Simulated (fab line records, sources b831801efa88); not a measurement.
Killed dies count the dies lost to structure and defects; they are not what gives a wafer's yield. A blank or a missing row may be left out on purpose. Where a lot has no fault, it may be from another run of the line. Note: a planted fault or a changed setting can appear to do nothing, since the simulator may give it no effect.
Matching of chambers :: flow sky130 :: 4 sister chambers for SKY_CONTACT_ETCH_16 on rie-diel-04
The step etches BARC in N2/H2, stops on SiO2, time 45.9 s, target depth 60 nm. 8 wafers are shown with their chamber, then 12 later ones without.

## WAFERS WITH THEIR CHAMBER
wafer: L083.3
chamber: 3
rf-fwd-power-W (W): 497.2
throttle-valve-pct (%): 13.228

wafer: L086.2
chamber: 3
rf-fwd-power-W (W): 497.4
throttle-valve-pct (%): 13.219

wafer: L086.5
chamber: 1
rf-fwd-power-W (W): 493.6
throttle-valve-pct (%): 13.239

wafer: L088.3
chamber: 2
rf-fwd-power-W (W): 498.3
throttle-valve-pct (%): 13.224

wafer: L088.5
chamber: 1
rf-fwd-power-W (W): 495.8
throttle-valve-pct (%): 13.222

wafer: L091.1
chamber: 0
rf-fwd-power-W (W): 495.7
throttle-valve-pct (%): 13.238

wafer: L091.4
chamber: 2
rf-fwd-power-W (W): 501.0
throttle-valve-pct (%): 13.229

wafer: L091.5
chamber: 0
rf-fwd-power-W (W): 493.7
throttle-valve-pct (%): 13.226

## WAFERS WHOSE CHAMBER IS MISSING
wafer: L093.1
rf-fwd-power-W (W): 494.3
throttle-valve-pct (%): 13.240

wafer: L093.2
rf-fwd-power-W (W): 495.9
throttle-valve-pct (%): 13.223

wafer: L093.5
rf-fwd-power-W (W): 496.3
throttle-valve-pct (%): 13.240

wafer: L094.1
rf-fwd-power-W (W): 496.2
throttle-valve-pct (%): 13.225

wafer: L094.5
rf-fwd-power-W (W): 494.3
throttle-valve-pct (%): 13.219

wafer: L094.6
rf-fwd-power-W (W): 492.9
throttle-valve-pct (%): 13.225

wafer: L095.1
rf-fwd-power-W (W): 496.1
throttle-valve-pct (%): 13.226

wafer: L095.3
rf-fwd-power-W (W): 495.3
throttle-valve-pct (%): 13.231

wafer: L095.4
rf-fwd-power-W (W): 500.1
throttle-valve-pct (%): 13.223

wafer: L096.1
rf-fwd-power-W (W): 493.2
throttle-valve-pct (%): 13.238

wafer: L096.2
rf-fwd-power-W (W): 495.0
throttle-valve-pct (%): 13.242

wafer: L096.5
rf-fwd-power-W (W): 495.6
throttle-valve-pct (%): 13.239

## WHICH CHAMBER EACH WENT THROUGH
wafer: L093.1
from the rows above: can't be placed: 0 or 1 or 3
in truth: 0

wafer: L093.2
from the rows above: can't be placed: 3 or 1 or 0 or 2
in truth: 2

wafer: L093.5
from the rows above: can't be placed: 0 or 1 or 3 or 2
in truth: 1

wafer: L094.1
from the rows above: can't be placed: 3 or 1 or 0 or 2
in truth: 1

wafer: L094.5
from the rows above: can't be placed: 1 or 0 or 3
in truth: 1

wafer: L094.6
from the rows above: can't be placed: 1 or 0 or 3
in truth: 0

wafer: L095.1
from the rows above: can't be placed: 3 or 1 or 0 or 2
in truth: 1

wafer: L095.3
from the rows above: can't be placed: 1 or 0 or 3
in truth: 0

wafer: L095.4
from the rows above: can't be placed: 2 or 3
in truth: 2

wafer: L096.1
from the rows above: can't be placed: 0 or 1
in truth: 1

wafer: L096.2
from the rows above: can't be placed: 0 or 1 or 3
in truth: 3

wafer: L096.5
from the rows above: can't be placed: 0 or 1 or 3
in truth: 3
0 of 12 placed correctly. Cannot be placed on the basis of these rows: 12; the candidates contain the true chamber in 12. Number placed wrongly: 0.
How it was worked out, from the rows above alone: a wafer's distance from a chamber is the root of the sum, over the readings, of the square of ((its reading less the chamber's mean) divided by the reading's scatter). If the next closest chamber is less than 2 further off than the closest, the wafer can't be placed; otherwise it belongs to the closest. A chamber's mean is the mean of its shown wafers. The scatter: the root of (the sum of the squares of (reading less its chamber's mean) over the shown wafers, divided by (wafers less chambers)).
